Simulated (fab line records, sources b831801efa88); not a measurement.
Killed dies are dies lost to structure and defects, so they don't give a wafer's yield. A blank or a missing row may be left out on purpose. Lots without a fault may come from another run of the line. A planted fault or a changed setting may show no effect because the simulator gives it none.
Which tool did it? | flow gf180mcu | 15 lots, 45 wafers sampled, at 2 steps of a route of 602

WHAT THE GAUGES READ, wafer by wafer
GF_CONTACT_THK_MEAS_26: measures by xrf.
lot  | measured     | on            | CONTACT_W_THK (nm)
L696 | day 17 04:50 | film_metro-02 | 301 301 299
L697 | day 17 08:31 | film_metro-03 | 301 302 298
L698 | day 17 11:44 | film_metro-03 | 297 302 300
L699 | day 17 20:18 | film_metro-02 | 307 307 308
L702 | day 19 07:13 | film_metro-02 | 292 295 292
L703 | day 19 12:16 | film_metro-03 | 310 308 308
L704 | day 19 22:23 | film_metro-01 | 311 305 309
L706 | day 20 18:28 | film_metro-01 | 304 307 305
L707 | day 21 07:46 | film_metro-03 | 301 298 301
L708 | day 21 14:34 | film_metro-02 | 298 293 293
L709 | day 21 18:01 | film_metro-01 | 298 296 298
L712 | day 22 20:34 | film_metro-02 | 299 298 298
L713 | day 22 23:31 | film_metro-03 | 302 302 303
L716 | day 23 23:14 | film_metro-02 | 301 302 299
L717 | day 24 04:49 | film_metro-02 | 298 297 295

WHICH TOOL RAN EACH LOT (tool, then ch and the chambers of the sampled wafers, then the start)
lot  | GF_CONTACT_SPUTTER_22
L696 | pvd_sputter-01, day 17 04:31
L697 | pvd_sputter-01, day 17 08:11
L698 | pvd_sputter-02, day 17 11:25
L699 | pvd_sputter-01, day 17 19:57
L702 | pvd_sputter-01, day 19 06:53
L703 | pvd_sputter-01, day 19 11:56
L704 | pvd_sputter-03, day 19 22:04
L706 | pvd_sputter-03, day 20 18:09
L707 | pvd_sputter-03, day 21 07:26
L708 | pvd_sputter-03, day 21 14:14
L709 | pvd_sputter-03, day 21 17:41
L712 | pvd_sputter-01, day 22 20:14
L713 | pvd_sputter-01, day 22 23:11
L716 | pvd_sputter-02, day 23 22:55
L717 | pvd_sputter-03, day 24 04:29
- GF_CONTACT_SPUTTER_22: material Ti, target thk 15 nm, time 80.02 s.

WHAT THE TOOLS THEMSELVES READ (means of the sampled wafers that have a number; where no wafer has one, the mark that the record gives instead)
GF_CONTACT_SPUTTER_22.
lot  | tool           | cathode_dc_power_W (W) | chamber_pressure_pa (Pa) | substrate_temp_c (C) | throttle_valve_pct (%)
L696 | pvd_sputter-01 | 2499.7                 | 5.005                    | 200.08               | 30.1
L697 | pvd_sputter-01 | 2499.6                 | 5.003                    | 200.11               | 30.1
L698 | pvd_sputter-02 | 2499.8                 | 5.001                    | 200.05               | 30.7
L699 | pvd_sputter-01 | 2500.3                 | 5.002                    | 199.88               | 30.0
L702 | pvd_sputter-01 | 2500.2                 | 5.002                    | 200.22               | 29.2
L703 | pvd_sputter-01 | 2499.9                 | 5.001                    | 199.92               | 29.4
L704 | pvd_sputter-03 | 2499.8                 | 4.991                    | 199.98               | 31.5
L706 | pvd_sputter-03 | 2499.7                 | 5.010                    | 199.96               | 31.0
L707 | pvd_sputter-03 | 2500.3                 | 4.998                    | 200.04               | 29.3
L708 | pvd_sputter-03 | 2499.9                 | 4.991                    | 199.90               | 30.1
L709 | pvd_sputter-03 | 2500.2                 | 5.001                    | 199.89               | 29.4
L712 | pvd_sputter-01 | 2499.9                 | 5.010                    | 200.02               | 29.1
L713 | pvd_sputter-01 | 2499.8                 | 5.005                    | 199.84               | 30.1
L716 | pvd_sputter-02 | 2499.9                 | 4.985                    | 199.91               | 30.3
L717 | pvd_sputter-03 | 2500.1                 | 5.007                    | 199.84               | 31.7

THE ANSWER, worked out from the rows above alone
Rule: what is usual is taken from the lots themselves. Put in order of their means at a reading, lots are off if they are a third of the lots or fewer, leave a main group of 4 or more, and stand apart from it by a gap of 3 or more times the standard deviation of the main group's means; of several such gaps the widest counts. A main group whose means are all the same, to the digits that the tables above print for the reading, isn't used. A lot without any number at a reading at which 4 lots or more have one is off too. The other lots that the step has rows for count as sound. The gauges are gone through in route order, then the tools' own readings, and for those a lot's mean is taken as printed above. The first step at which some lot is off is used, and at that step the reading that is off furthest; a lot without a number counts as furthest.
No lot is off at any reading shown: from this, nothing can be told.

WHAT THE SIMULATOR HAD PUT IN
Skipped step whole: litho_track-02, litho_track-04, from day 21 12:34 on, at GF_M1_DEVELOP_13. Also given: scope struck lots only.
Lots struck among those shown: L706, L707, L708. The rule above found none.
